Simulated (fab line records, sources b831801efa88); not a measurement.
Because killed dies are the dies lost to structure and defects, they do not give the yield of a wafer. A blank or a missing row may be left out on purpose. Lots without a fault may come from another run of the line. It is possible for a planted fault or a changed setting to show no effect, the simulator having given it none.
Problem report, 8D (eight disciplines) form, completed by code ; flow sky130 ; the parts of the form that need people (team, actions taken, sign-off) are left out

1. PROBLEM STATEMENT
At SKY_PAD_OPEN_PROBE_99, killed_at_M0_to_M3 averages 92 over 9 wafers from 3 lots, while fault-free wafers read 42, standard deviation 6.4. Relative to the usual mean, that is a shift of +7.8 standard deviations.
The first sign was on wafer L483.2 at day 49 09:22, on prober-01. The record holds 12 wafers of 4 lots with a number at this step. Rule for "out" (also "out of limits"): further than 4 standard deviations from the usual mean. Any other wafer with a number is counted as sound.

2. WHAT IT IS, AND WHAT IT ISN'T
question;is;is not
which readings at this step;killed_at_M0_to_M3;killed_at_M4_up, killed_at_other
which lots;L483, L484, L487;L480
which wafers of those lots;all that have a number;-
read on which tools;prober-01, prober-02;-
when;from day 49 09:22;up to then (3 sound wafers)

3. WHAT RULES OUT EACH SUSPECT
Counting: any tool at a process step up to the reading is kept as a suspect provided that every lot that is out went through it and no sound lot did after the first of them.
- pvd_sputter-02 at SKY_VIA2_SPUTTER_20 (material TiN, target thk 20 nm, time 80 s): kept. It ran every lot that is out, first L483 (day 40 22:58), and no sound lot after that.
The count leaves pvd_sputter-02 at SKY_VIA2_SPUTTER_20.

4. THE CAUSE (what the simulator had put in)
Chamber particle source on pvd_sputter-02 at SKY_VIA2_SPUTTER_20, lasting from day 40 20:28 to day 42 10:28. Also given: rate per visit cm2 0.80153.
Only this tool survived the counting.

5. THE CHAIN OF EFFECTS, in route order
Each row: a reading where the mean over the struck wafers with a number is more than 3 standard deviations away from the usual. Readings are gone through only where the record gives a usual standard deviation; hours: the median, over the lots, of the time from a lot's start at the first step in this table giving one to that lot's start at this step; sigmas: the change measured in usual standard deviations.
hours;step;reading;usual;on struck wafers;change;sigmas
0;SKY_PAD_OPEN_PROBE_99;defect_limited_yield;82.6 %;73.2;-9.4;-5.5
0;SKY_PAD_OPEN_PROBE_99;killed_at_M0_to_M3;42;92;+50;+7.8
0;SKY_PAD_OPEN_PROBE_99;killed_dies;86;132;+46;+5.4
0;SKY_PAD_OPEN_PROBE_99;sort_bin_3_pad_short;0.8 %;2.8;+2.0;+4.9
0;SKY_PAD_OPEN_PROBE_99;sort_bin_5_function;10.3 %;17.2;+6.9;+4.6
0;SKY_PAD_OPEN_PROBE_99;sort_n_pass;406;360;-46;-5.4
0;SKY_PAD_OPEN_PROBE_99;sort_yield_pct;82.6 %;73.2;-9.4;-5.5
It contains these process steps:
- SKY_PAD_OPEN_PROBE_99

6. WHAT WOULD HAVE CAUGHT IT SOONER
In this record the first reading out of limits was taken at day 49 09:22, 205 hours after the fault began at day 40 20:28.
An alarm limit of 4 standard deviations would not have fired on the tool readings at SKY_VIA2_SPUTTER_20 for which the record gives a usual standard deviation, since none of them was out on any struck wafer.
Each of the lots that are out, 3 in all, had begun SKY_VIA2_SPUTTER_20 on pvd_sputter-02 no later than day 49 09:22. A hold on the tool at that time would have spared none of them.
